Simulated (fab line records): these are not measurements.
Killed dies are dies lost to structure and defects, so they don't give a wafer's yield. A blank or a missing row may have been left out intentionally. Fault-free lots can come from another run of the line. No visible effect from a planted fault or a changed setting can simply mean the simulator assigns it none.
Problem report in the 8D (eight disciplines) form, filled by code :: flow gf180mcu :: the parts of the form that need people (team, actions taken, sign-off) are left out

== 1. WHAT IS WRONG ==
PSD_OVL at GF_PSD_OVL_MEAS_08 reads a mean of -84.6 nm on 6 wafers of 2 lots; wafers without a fault read -0.1 nm with a standard deviation of 1.3. That is -65 standard deviations from the usual mean.
The first sign was on wafer L207.2 at day 17 19:56, on overlay-02. At this step, 34 wafers from 12 lots have a number in the record. Rule for "out" (also "out of limits"): further than 4 standard deviations from the usual mean. All remaining wafers that have a number are taken as sound.

== 2. WHAT IT IS, WHAT IT ISN'T ==
question: which readings at this step
is: PSD_OVL
is not: -

question: which lots
is: L207, L208
is not: L197, L198, L199, L205, L210, L211, L212, L213, L214, L217

question: which wafers of those lots
is: all that have a number
is not: -

question: read on which gauges
is: overlay-01, overlay-02
is not: -

question: when
is: from day 17 19:56
is not: up to then (11 sound wafers); but 17 sound wafers of L210, L211, L212, L213, L214, L217 came after

== 3. THE SUSPECTS, EACH WITH WHAT RULES IT OUT ==
Counting: a tool stays on the suspect list if, at a process step up to the reading, it processed all lots that are out and no sound lot following the first of them.
- ruled out: the gauge at GF_PSD_OVL_MEAS_08. Those wafers that are out were read across 2 gauges (overlay-01, overlay-02).
- iline_stepper-01 at GF_PSD_EXPOSE_04 (exposes mask Pplus, target cd 400 nm): kept. It ran every lot that is out, first L207 (day 17 09:06), and no sound lot after that; its last sound lot up to then is L199 (day 14 14:47).
Left after counting: iline_stepper-01 at GF_PSD_EXPOSE_04.

== 4. THE CAUSE (what the simulator had put in) ==
Scanner matching overlay: iline_stepper-01, from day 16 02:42 on, at GF_PSD_EXPOSE_04. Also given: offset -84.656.
The count eliminated every tool but this one.

== 5. THE EFFECT CHAIN, in route order ==
Rows list readings where the struck wafers' mean (over those with a number) sits beyond 3 standard deviations from the usual. Readings are gone through only where the record gives a usual standard deviation; hours: the median, over the lots, of the time from a lot's start at the first step in this table giving one to that lot's start at this step; sigmas: the change measured in usual standard deviations.
hours: 0
step: GF_PSD_OVL_MEAS_08
reading: PSD_OVL
usual: -0.1 nm
on struck wafers: -84.6
change: -84.5
sigmas: -65

== 6. HOW IT WOULD HAVE BEEN CAUGHT EARLIER ==
In this record the first reading out of limits at a measuring or inspecting step was taken at day 17 19:56, 41 hours after the fault began at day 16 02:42.
All the lots that are out (2) had begun GF_PSD_EXPOSE_04 on iline_stepper-01 by day 17 19:56. Holding the tool at that point would not have protected any of them.
